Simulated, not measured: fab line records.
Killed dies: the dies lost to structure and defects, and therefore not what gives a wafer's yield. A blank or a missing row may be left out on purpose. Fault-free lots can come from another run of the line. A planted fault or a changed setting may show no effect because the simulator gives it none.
fab line records	flow sfq-line
record: lots: 15	wafers: 45	last-day: 91
route steps=325 shown M5@207 C5@246 M6@252 I6@273
lots that met no fault: from a run of the same line without faults
start-h: the number of hours between the record's first day and the start of the first shown wafer of the lot	wait-h: hours since the lot's step before	" the same as in the row above	L1.1+2: a single row standing in for several wafers	- no value, or no start was given	* or withheld: withheld	< > ~ a bound
route shown NAME@n: NAME is a module with steps in the file, n the number in the route of the first one	usual: average and standard deviation across the fault-free wafers	same: alike in all rows	chamber/n: place in a boat	sites: per-site readings	_std_site: their standard deviation	_edge_site: the outer-site mean with the inner-site mean subtracted	radius-mm: how far each site lies from the wafer's centre	mask NAME#n: copy n	behind: tool/chamber where the wafer was last shaped	hold: why the lot was held/for how many hours/how that ended	device: names the non-switching transistor (n, p or np)	end of line: at the end of the route, the tests of the same wafers	a step with no rows: only its recipe	killed: not the wafer's yield, but the dies lost to structure and defects at the first sort	map: shows each die of a wafer: x if killed, . if not, _ if none is there
set.NAME: the setting as run; set.NAME@STEP: as run at that earlier step	model.NAME: the simulator's own value behind a step, which no gauge read
the route's steps for a sample of lots (tables are steps, rows are wafers)
services: from which hour (start-h, from the record's first day; less than 0 if before it) a tool's chamber was out of use, for how many hours, and why
== steps ==
step: SFQ_TRILAYER_M5_STRIP_STRIP_127
recipe: gas: O2	power-w: 200	platen-temp-c: 40	overash-fraction: 0.65	chemistry: O2	pressure-mtorr: 50
usual: drypump-motor-current-A: 6.07/0.28	oes-product-au: 1.001/0.0095	platen-temp-c: 40.00/0.12
lot.wafer	tool	chamber	start-h	wait-h	drypump-motor-current-A	oes-product-au	platen-temp-c	rf-hours-counter-h
L926.3	rie-metal-03	0	1201.68	0.3	6.13	1.009	39.93	-
L926.4	"	1	"	"	6.01	1.004	39.99	-
L926.6	"	1	"	"	6.00	0.998	39.93	-
L928.1	rie-metal-03	0	1210.49	0.3	6.08	1.012	40.28	53
L928.3	"	0	"	"	6.07	1.011	40.06	-
L928.4	"	0	"	"	6.07	1.012	40.01	-
L929.2	rie-metal-02	1	1220.70	0.1	5.41	0.995	40.08	109
L929.5	"	1	"	"	5.45	1.000	40.06	-
L929.6	"	0	"	"	6.28	0.985	40.14	-
L930.1	rie-metal-03	0	1232.70	0.1	6.09	0.999	39.97	60
L930.2	"	1	"	"	6.01	1.003	40.10	2
L930.4	"	1	"	"	5.99	1.000	40.10	-
L931.1	rie-metal-01	0	1236.30	0.1	6.45	1.006	40.12	110
L931.3	"	0	"	"	6.45	0.989	40.01	-
L931.4	"	1	"	"	5.90	0.999	40.15	-
L932.2	rie-metal-01	0	1238.70	0.1	6.40	0.996	39.93	110
L932.4	"	1	"	"	5.90	1.008	39.89	-
L932.5	"	1	"	"	5.91	0.993	39.89	-
L933.4	rie-metal-01	0	1245.70	0.3	6.47	0.991	40.11	-
L933.5	"	1	"	"	5.89	1.006	39.85	-
L933.6	"	0	"	"	6.41	1.005	39.99	-
L934.3	rie-metal-01	0	1274.05	0.3	6.43	1.007	40.07	-
L934.4	"	1	"	"	5.92	1.010	39.82	-
L934.6	"	0	"	"	6.46	0.997	40.00	-
L935.2	rie-metal-01	0	1295.81	0.1	6.40	0.991	39.98	118
L935.3	"	0	"	"	6.49	0.991	39.98	-
L935.6	"	0	"	"	6.43	0.991	39.91	-
L940.1	rie-metal-03	1	1341.83	0.1	5.99	1.002	39.95	18
L940.3	"	0	"	"	6.09	1.020	39.95	-
L940.4	"	1	"	"	5.98	1.010	39.88	-
L941.3	rie-metal-03	0	1344.43	0.3	6.09	1.019	40.04	-
L941.5	"	1	"	"	5.99	1.006	40.03	-
L941.6	"	0	"	"	6.09	1.018	40.14	-
L942.1	rie-metal-03	0	1347.99	0.1	6.12	1.011	39.96	76
L942.2	"	1	"	"	6.00	1.005	40.06	19
L942.6	"	0	"	"	6.11	1.017	39.85	-
L947.1	rie-metal-03	1	1521.87	0.1	5.99	1.006	39.76	43
L947.2	"	0	"	"	6.09	1.015	40.16	101
L947.6	"	0	"	"	6.10	1.021	40.02	-
L948.1	rie-metal-01	0	1536.07	0.1	6.51	0.999	39.97	26
L948.2	"	1	"	"	5.91	1.004	40.02	109
L948.3	"	1	"	"	5.93	1.007	39.83	-
L949.1	rie-metal-01	1	1538.47	0.1	5.89	1.002	39.92	109
L949.3	"	0	"	"	6.47	1.003	39.82	-
L949.5	"	1	"	"	5.87	1.004	39.89	-
step: SFQ_C5_OVL_MEAS_937
usual: C5_OVL: -1/4.7
lot.wafer	tool	chamber	start-h	wait-h	C5_OVL[nm]
L926.3	overlay-02	-	1574.15	0.1	-5
L926.4	"	-	"	"	-5
L926.6	"	-	"	"	-4
L928.1	overlay-01	-	1584.21	0.1	0
L928.3	"	-	"	"	-3
L928.4	"	-	"	"	-3
L929.2	overlay-01	-	1596.21	0.1	-3
L929.5	"	-	"	"	-2
L929.6	"	-	"	"	-6
L930.1	overlay-01	-	1605.81	0.1	-3
L930.2	"	-	"	"	-4
L930.4	"	-	"	"	1
L931.1	overlay-02	-	1609.53	0.1	1
L931.3	"	-	"	"	5
L931.4	"	-	"	"	-7
L932.2	overlay-01	-	1616.74	0.1	0
L932.4	"	-	"	"	1
L932.5	"	-	"	"	-1
L933.4	overlay-01	-	1620.55	0.1	-2
L933.5	"	-	"	"	-8
L933.6	"	-	"	"	-2
L934.3	overlay-01	-	1643.34	0.1	-5
L934.4	"	-	"	"	-11
L934.6	"	-	"	"	-13
L935.2	overlay-01	-	1650.53	0.1	1
L935.3	"	-	"	"	-5
L935.6	"	-	"	"	-4
L940.1	overlay-02	-	1701.52	0.1	-7
L940.3	"	-	"	"	-7
L940.4	"	-	"	"	-1
L941.3	overlay-02	-	1705.13	0.1	-4
L941.5	"	-	"	"	-1
L941.6	"	-	"	"	-4
L942.1	overlay-01	-	1707.52	0.1	-6
L942.2	"	-	"	"	-5
L942.6	"	-	"	"	2
L947.1	overlay-01	-	1752.04	0.1	-1
L947.2	"	-	"	"	-1
L947.6	"	-	"	"	1
L948.1	overlay-01	-	1766.44	0.1	-6
L948.2	"	-	"	"	11
L948.3	"	-	"	"	4
L949.1	overlay-01	-	1771.24	0.1	6
L949.3	"	-	"	"	2
L949.5	"	-	"	"	2
step: SFQ_TRILAYER_M6_DEP_SPUTTER_157
recipe: material: Nb	base-pressure-pa: 1.33e-06	chamber-pressure-pa: 0.1333	substrate-temp-c: 20	target-thk-nm: 200	power-w: 2000	time-s: 133.3
usual: cathode-dc-power-W: 2000.0/0.38	chamber-pressure-pa: 0.13326/0.00026	throttle-valve-pct: 30.1/0.96
lot.wafer	tool	chamber	start-h	wait-h	cathode-dc-power-W	chamber-pressure-pa	throttle-valve-pct
L926.3	pvd-sputter-05	-	1575.24	0.0	2000.2	0.13334	31.1
L926.4	"	-	"	"	2000.5	0.13275	30.1
L926.6	"	-	"	"	2000.1	0.13321	30.5
L928.1	pvd-sputter-03	-	1585.14	0.0	2000.4	0.13343	31.8
L928.3	"	-	"	"	1999.9	0.13298	30.5
L928.4	"	-	"	"	1999.6	0.13323	28.1
L929.2	pvd-sputter-05	-	1597.13	0.0	1999.1	0.13301	30.7
L929.5	"	-	"	"	2000.1	0.13346	31.0
L929.6	"	-	"	"	2000.2	0.13318	30.7
L930.1	pvd-sputter-06	-	1606.73	0.0	2000.3	0.13336	29.7
L930.2	"	-	"	"	2000.2	0.13326	30.4
L930.4	"	-	"	"	2000.1	0.13371	30.0
L931.1	pvd-sputter-03	-	1610.46	0.0	2000.0	0.13315	31.7
L931.3	"	-	"	"	1999.9	0.1332	30.7
L931.4	"	-	"	"	2000.4	0.13352	30.3
L932.2	pvd-sputter-05	-	1617.67	0.0	1999.6	0.13342	30.4
L932.4	"	-	"	"	1999.9	0.13372	30.2
L932.5	"	-	"	"	2000.2	0.1335	30.6
L933.4	pvd-sputter-06	-	1621.47	0.0	1999.9	0.13286	30.2
L933.5	"	-	"	"	1999.9	0.13391	29.4
L933.6	"	-	"	"	1999.9	0.13358	28.6
L934.3	pvd-sputter-03	-	1644.26	0.0	1999.8	0.13329	27.7
L934.4	"	-	"	"	2000.0	0.13341	30.8
L934.6	"	-	"	"	2000.2	0.13327	30.6
L935.2	pvd-sputter-05	-	1651.46	0.0	1999.6	0.13336	30.1
L935.3	"	-	"	"	1999.9	0.13345	30.5
L935.6	"	-	"	"	1999.8	0.1332	30.4
L940.1	pvd-sputter-03	-	1702.44	0.0	2000.0	0.13297	30.8
L940.3	"	-	"	"	2000.3	0.13339	27.8
L940.4	"	-	"	"	1999.5	0.13317	31.8
L941.3	pvd-sputter-05	-	1706.64	0.0	2000.7	0.13359	30.8
L941.5	"	-	"	"	2000.0	0.13344	30.9
L941.6	"	-	"	"	1999.9	0.13257	30.6
L942.1	pvd-sputter-06	-	1708.44	0.0	1999.7	0.13312	28.6
L942.2	"	-	"	"	1999.7	0.13322	29.5
L942.6	"	-	"	"	2000.1	0.13345	29.5
L947.1	pvd-sputter-03	-	1752.97	0.0	1999.5	0.13344	31.5
L947.2	"	-	"	"	2000.1	0.13377	30.5
L947.6	"	-	"	"	1999.6	0.13284	30.6
L948.1	pvd-sputter-06	-	1767.54	0.0	1999.7	0.13336	30.2
L948.2	"	-	"	"	2000.1	0.1332	29.9
L948.3	"	-	"	"	2000.0	0.13317	29.5
L949.1	pvd-sputter-05	-	1772.17	0.0	2000.1	0.13363	31.0
L949.3	"	-	"	"	2000.0	0.13342	30.5
L949.5	"	-	"	"	1999.7	0.13342	31.0
step: SFQ_TRILAYER_M6_BARC_OPEN_METAL_ETCH_206
recipe: mask-material: PR	chemistry: O2	target-depth-nm: 125	target: BARC	icp-w: 587	bias-w: 80	pressure-mtorr: 10	time-s: 41.7
usual: bias-w: 80.02/0.25	chamber-pressure-mTorr: 9.999/0.0081	drypump-motor-current-A: 6.05/0.3	oes-product-au: 0.685/0.0041
lot.wafer	tool	chamber	start-h	wait-h	bias-w	chamber-pressure-mTorr	drypump-motor-current-A	oes-product-au	rf-hours-counter-h
L926.3	rie-metal-01	0	1686.75	0.1	79.81	9.993	6.45	0.681	-
L926.4	"	0	"	"	79.85	10.001	6.46	0.689	-
L926.6	"	0	"	"	80.21	9.994	6.43	0.689	-
L928.1	rie-metal-03	0	1693.15	0.0	80.48	10.002	6.10	0.685	126
L928.3	"	0	"	"	80.63	9.999	6.12	0.674	-
L928.4	"	1	"	"	80.37	10.001	5.99	0.683	-
L929.2	rie-metal-02	0	1709.95	0.0	80.05	9.993	6.27	0.683	33
L929.5	"	0	"	"	80.25	9.995	6.23	0.683	-
L929.6	"	1	"	"	79.90	9.994	5.40	0.682	-
L930.1	rie-metal-03	1	1717.15	0.0	80.19	9.979	6.00	0.687	72
L930.2	"	0	"	"	80.62	10.016	6.10	0.687	128
L930.4	"	0	"	"	80.56	10.004	6.10	0.684	-
L931.1	rie-metal-03	0	1720.75	0.0	79.95	9.992	6.12	0.686	128
L931.3	"	1	"	"	80.45	10.002	5.98	0.684	-
L931.4	"	0	"	"	79.69	9.999	6.11	0.681	-
L932.2	rie-metal-01	0	1726.75	0.0	79.75	10.002	6.41	0.680	54
L932.4	"	0	"	"	79.91	10.002	6.41	0.689	-
L932.5	"	1	"	"	79.84	10.000	5.90	0.685	-
L933.4	rie-metal-03	1	1731.57	0.0	79.70	10.013	6.01	0.682	-
L933.5	"	0	"	"	79.73	9.997	6.05	0.686	-
L933.6	"	1	"	"	79.91	10.002	6.01	0.687	-
L934.3	rie-metal-02	0	1755.70	0.0	80.05	9.982	6.30	0.679	-
L934.4	"	1	"	"	80.03	10.002	5.43	0.688	-
L934.6	"	0	"	"	80.32	9.995	6.29	0.682	-
L935.2	rie-metal-03	0	1761.68	0.0	79.94	10.000	6.10	0.680	132
L935.3	"	1	"	"	80.04	9.999	6.02	0.678	-
L935.6	"	1	"	"	79.96	9.999	6.01	0.680	-
L940.1	rie-metal-01	1	1810.55	0.0	-	-	-	-	-
L940.3	"	1	"	"	-	-	-	-	-
L940.4	"	0	"	"	-	-	-	-	-
L941.3	rie-metal-03	1	1814.17	0.0	-	-	-	-	-
L941.5	"	0	"	"	-	-	-	-	-
L941.6	"	1	"	"	-	-	-	-	-
L942.1	rie-metal-01	0	1816.55	0.0	-	-	-	-	-
L942.2	"	1	"	"	-	-	-	-	-
L942.6	"	0	"	"	-	-	-	-	-
L947.1	rie-metal-02	0	1858.71	0.0	79.97	9.987	6.23	0.687	52
L947.2	"	1	"	"	79.65	10.021	5.46	0.681	57
L947.6	"	1	"	"	79.89	10.002	5.44	0.688	-
L948.1	rie-metal-02	1	1873.23	0.0	79.92	10.004	5.43	0.686	59
L948.2	"	0	"	"	79.84	9.997	6.27	0.688	55
L948.3	"	0	"	"	79.83	10.012	6.30	0.688	-
L949.1	rie-metal-03	0	1880.43	0.0	79.48	9.994	6.09	0.683	4
L949.3	"	0	"	"	79.93	9.999	6.12	0.689	-
L949.5	"	1	"	"	79.88	9.998	6.01	0.693	-
step: SFQ_TRILAYER_M6_ETCH_METAL_ETCH_162
recipe: target: Nb	stop-on: SiO2	mask-material: PR	chemistry: Cl2/Ar	target-depth-nm: 240	icp-w: 600	bias-w: 80	pressure-mtorr: 10	time-s: 120
usual: bias-w: 80.03/0.28	chamber-pressure-mTorr: 10.002/0.011	drypump-motor-current-A: 6.1/0.3	oes-product-au: 0.896/0.0057
lot.wafer	tool	chamber	start-h	wait-h	bias-w	chamber-pressure-mTorr	drypump-motor-current-A	oes-product-au	rf-hours-counter-h
L926.3	rie-metal-01	0	1686.91	0.1	80.43	9.989	6.5	0.904	-
L926.4	"	0	"	"	80.54	9.999	6.4	0.897	-
L926.6	"	0	"	"	80.36	10.003	6.5	0.898	-
L928.1	rie-metal-03	0	1693.21	0.0	80.18	10.001	6.1	0.888	126
L928.3	"	0	"	"	80.44	10.007	6.1	0.886	-
L928.4	"	1	"	"	79.80	10.000	6.0	0.888	-
L929.2	rie-metal-02	0	1710.01	0.0	79.61	9.995	6.3	0.895	34
L929.5	"	0	"	"	80.05	9.999	6.3	0.902	-
L929.6	"	1	"	"	80.22	10.007	5.4	0.904	-
L930.1	rie-metal-03	1	1717.21	0.0	79.95	10.006	6.0	0.891	72
L930.2	"	0	"	"	80.00	9.998	6.1	0.894	128
L930.4	"	0	"	"	80.13	10.011	6.1	0.891	-
L931.1	rie-metal-03	0	1720.81	0.0	79.77	9.999	6.1	0.894	128
L931.3	"	1	"	"	80.23	10.003	6.0	0.890	-
L931.4	"	0	"	"	79.88	10.008	6.1	0.906	-
L932.2	rie-metal-01	0	1726.81	0.0	79.74	10.002	6.4	0.902	54
L932.4	"	0	"	"	80.12	10.004	6.4	0.893	-
L932.5	"	1	"	"	80.24	10.001	5.9	0.888	-
L933.4	rie-metal-03	1	1731.65	0.1	80.11	9.996	6.0	0.899	-
L933.5	"	0	"	"	79.86	10.006	6.1	0.903	-
L933.6	"	1	"	"	79.98	10.012	6.0	0.906	-
L934.3	rie-metal-02	0	1755.78	0.1	80.03	10.000	6.3	0.898	-
L934.4	"	1	"	"	80.29	9.990	5.4	0.887	-
L934.6	"	0	"	"	80.13	10.012	6.3	0.897	-
L935.2	rie-metal-03	0	1761.74	0.0	79.91	10.016	6.1	0.897	132
L935.3	"	1	"	"	80.21	10.001	6.0	0.900	-
L935.6	"	1	"	"	79.96	10.007	6.0	0.897	-
L940.1	rie-metal-01	1	1810.61	0.0	79.92	9.994	5.9	0.375	13
L940.3	"	1	"	"	79.87	10.007	5.9	0.372	-
L940.4	"	0	"	"	79.61	9.989	6.5	0.374	-
L941.3	rie-metal-03	1	1814.25	0.1	79.63	10.021	6.0	0.374	-
L941.5	"	0	"	"	80.08	10.004	6.1	0.375	-
L941.6	"	1	"	"	80.10	10.004	6.0	0.373	-
L942.1	rie-metal-01	0	1816.61	0.0	79.85	10.011	6.5	0.374	65
L942.2	"	1	"	"	79.79	10.011	5.9	0.373	14
L942.6	"	0	"	"	79.50	10.005	6.5	0.379	-
L947.1	rie-metal-02	0	1858.77	0.0	79.85	10.005	6.3	0.894	52
L947.2	"	1	"	"	80.06	10.003	5.4	0.894	57
L947.6	"	1	"	"	79.85	10.017	5.5	0.900	-
L948.1	rie-metal-02	1	1873.29	0.0	80.49	9.982	5.4	0.897	59
L948.2	"	0	"	"	79.78	10.014	6.3	0.903	55
L948.3	"	0	"	"	79.88	9.984	6.3	0.907	-
L949.1	rie-metal-03	0	1880.49	0.0	80.24	9.994	6.1	0.893	4
L949.3	"	0	"	"	80.40	10.004	6.1	0.899	-
L949.5	"	1	"	"	80.51	9.992	6.0	0.884	-
step: SFQ_TRILAYER_I6_VIA_LITHO_EXPOSE_170
recipe: mask-id: I6	na: 0.6	source-shape: conventional	sigma-outer: 0.65	target-cd-nm: 700	dose-mj: 21.3
usual: exposure-dose-mJ-cm2: 21.304/0.019	focus-offset-nm: 0.0/0.52
lot.wafer	tool	chamber	start-h	wait-h	mask	exposure-dose-mJ-cm2	focus-offset-nm
L926.3	krf-scanner-02	0	1797.42	-	I6#0	21.295	0.0
L926.4	"	0	"	"	I6#0	21.281	-0.5
L926.6	"	0	"	"	I6#0	21.292	-0.8
L928.1	krf-scanner-02	0	1803.02	-	I6#0	21.328	-0.5
L928.3	"	0	"	"	I6#0	21.287	-0.1
L928.4	"	0	"	"	I6#0	21.283	-0.6
L929.2	krf-scanner-02	0	1821.22	-	I6#0	21.302	0.5
L929.5	"	0	"	"	I6#0	21.324	0.6
L929.6	"	0	"	"	I6#0	21.347	0.7
L930.1	krf-scanner-02	0	1824.62	-	I6#0	21.272	0.2
L930.2	"	0	"	"	I6#0	21.307	0.0
L930.4	"	0	"	"	I6#0	21.250	0.9
L931.1	krf-scanner-02	0	1829.42	-	I6#0	21.332	-0.3
L931.3	"	0	"	"	I6#0	21.308	-0.4
L931.4	"	0	"	"	I6#0	21.317	0.4
L932.2	krf-scanner-02	0	1835.62	-	I6#0	21.335	0.3
L932.4	"	0	"	"	I6#0	21.331	0.6
L932.5	"	0	"	"	I6#0	21.290	-0.9
L933.4	krf-scanner-02	0	1842.02	-	I6#0	21.297	0.7
L933.5	"	0	"	"	I6#0	21.319	0.0
L933.6	"	0	"	"	I6#0	21.329	0.7
L934.3	krf-scanner-02	0	1867.30	-	I6#0	21.292	0.8
L934.4	"	0	"	"	I6#0	21.306	0.5
L934.6	"	0	"	"	I6#0	21.330	1.3
L935.2	krf-scanner-02	0	1870.70	-	I6#0	21.324	0.4
L935.3	"	0	"	"	I6#0	21.296	0.3
L935.6	"	0	"	"	I6#0	21.326	0.6
L940.1	krf-scanner-01	-	1917.42	-	I6#0	-	-
L940.3	"	-	"	"	I6#0	-	-
L940.4	"	-	"	"	I6#0	-	-
L941.3	krf-scanner-01	-	1919.02	-	I6#0	-	-
L941.5	"	-	"	"	I6#0	-	-
L941.6	"	-	"	"	I6#0	-	-
L942.1	krf-scanner-01	-	1919.82	-	I6#0	-	-
L942.2	"	-	"	"	I6#0	-	-
L942.6	"	-	"	"	I6#0	-	-
L947.1	krf-scanner-01	0	1967.43	-	I6#0	21.282	0.4
L947.2	"	0	"	"	I6#0	21.259	-0.1
L947.6	"	0	"	"	I6#0	21.283	-0.5
L948.1	krf-scanner-01	0	1984.23	-	I6#0	21.282	0.3
L948.2	"	0	"	"	I6#0	21.308	0.1
L948.3	"	0	"	"	I6#0	21.289	-0.1
L949.1	krf-scanner-01	0	1991.43	-	I6#0	21.312	0.0
L949.3	"	0	"	"	I6#0	21.314	0.5
L949.5	"	0	"	"	I6#0	21.332	0.6
== services ==
tool	chamber	start-h	hours	kind
krf-scanner-02	-	1181.64	1.0	pm
rie-metal-03	-	1182.65	0.5	repair
rie-metal-02	-	1189.74	2.8	pm
krf-scanner-02	-	1212.81	1.3	pm
rie-metal-02	-	1219.29	0.8	repair
rie-metal-03	-	1268.64	2.8	pm
krf-scanner-02	-	1270.11	0.8	pm
rie-metal-01	-	1272.33	0.2	repair
rie-metal-02	-	1295.42	1.4	pm
krf-scanner-02	-	1350.73	1.0	pm
krf-scanner-02	-	1380.98	4.0	pm
krf-scanner-02	-	1388.60	1.3	pm
rie-metal-02	1	1397.02	29.0	repair
krf-scanner-02	-	1404.55	3.6	pm
rie-metal-03	-	1412.31	1.1	repair
krf-scanner-02	-	1438.83	0.8	pm
krf-scanner-02	-	1455.48	0.6	repair
rie-metal-03	1	1486.83	5.3	repair
krf-scanner-02	-	1520.23	1.0	pm
rie-metal-03	-	1677.87	1.1	repair
rie-metal-03	0	1702.70	10.2	repair
rie-metal-03	-	1745.96	0.5	repair
rie-metal-03	0	1864.57	4.3	repair
rie-metal-03	-	1984.58	1.4	pm
== key ==
first-sign: step: SFQ_TRILAYER_M6_BARC_OPEN_METAL_ETCH_206	reading: tool-record	direction: missing
effect: step: SFQ_TRILAYER_M6_ETCH_METAL_ETCH_162	reading: oes-product-au	direction: down	sigmas: 92	usual: 0.896	struck: 0.374
effect: step: SFQ_TRILAYER_I6_VIA_LITHO_EXPOSE_170	reading: tool-record	direction: missing
met-at SFQ_TRILAYER_M6_BARC_OPEN_METAL_ETCH_206
struck-lots L940,L941,L942
not-acting-at SFQ_TRILAYER_M5_STRIP_STRIP_127,SFQ_C5_OVL_MEAS_937,SFQ_TRILAYER_M6_DEP_SPUTTER_157
onset-between 1761.68 1810.55
fault: kind: skipped-step-whole	tool: rie-metal-01,rie-metal-03	chamber: -	onset-h: 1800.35	steps: SFQ_TRILAYER_M6_BARC_OPEN_METAL_ETCH_206	scope: struck-lots-only
